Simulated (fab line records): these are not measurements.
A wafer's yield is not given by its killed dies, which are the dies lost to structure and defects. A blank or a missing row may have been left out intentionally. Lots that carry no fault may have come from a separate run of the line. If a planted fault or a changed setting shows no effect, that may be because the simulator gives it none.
Which tool did it? | flow sky130 | at 1 step of a route of 708, 12 lots with 36 wafers sampled

WHAT EACH GAUGE READ, for each wafer
SKY_LI_CONTACT_OVL_MEAS_13.
lot  | measured     | on         | LI_CONTACT_OVL (nm)
L846 | day 29 04:20 | overlay-01 | -11 -2 -8
L848 | day 29 17:38 | overlay-01 | -11 -4 -12
L850 | day 30 20:29 | overlay-02 | -12 -14 -7
L855 | day 32 06:36 | overlay-02 | -9 -16 -3
L857 | day 32 20:39 | overlay-02 | -4 -4 1
L860 | day 33 17:56 | overlay-02 | -9 -8 -6
L862 | day 34 15:56 | overlay-02 | -8 -7 -12
L863 | day 34 20:23 | overlay-01 | -5 -6 -3
L864 | day 35 11:02 | overlay-01 | -2 -2 -5
L866 | day 35 21:38 | overlay-02 | -6 -7 -5
L867 | day 36 02:25 | overlay-01 | -10 -8 -8
L869 | day 36 14:34 | overlay-01 | -10 1 -9

WHICH TOOL RAN EACH LOT (tool, then ch and the chambers of the sampled wafers, then the start)
There is no process step in the record ahead of these readings.

WHAT THE TOOLS THEMSELVES READ (means of the sampled wafers that have a number; where no wafer has one, the mark that the record gives instead)
The record holds no such reading with a usual standard deviation.

THE ANSWER, worked out from the rows above alone
Rule: what is usual is taken from the lots themselves. Put in order of their means at a reading, lots are off if they are a third of the lots or fewer, leave a main group of 4 or more, and stand apart from it by a gap of 3 or more times the standard deviation of the main group's means; of several such gaps the widest counts. The tables above print the reading to a certain number of digits; a main group whose means all agree to those digits is not used. A lot without any number at a reading at which 4 lots or more have one is off too. Any other lot the step has rows for is counted as sound. After the gauges, taken in route order, come the tools' own readings; for these a lot's mean is taken, as printed above. At the first step where some lot is off, the reading lying furthest off is the one used; lots without a number count as furthest.
No lot is off on any of the readings shown, so nothing can be concluded from this.

WHAT HAD BEEN PUT IN BY THE SIMULATOR
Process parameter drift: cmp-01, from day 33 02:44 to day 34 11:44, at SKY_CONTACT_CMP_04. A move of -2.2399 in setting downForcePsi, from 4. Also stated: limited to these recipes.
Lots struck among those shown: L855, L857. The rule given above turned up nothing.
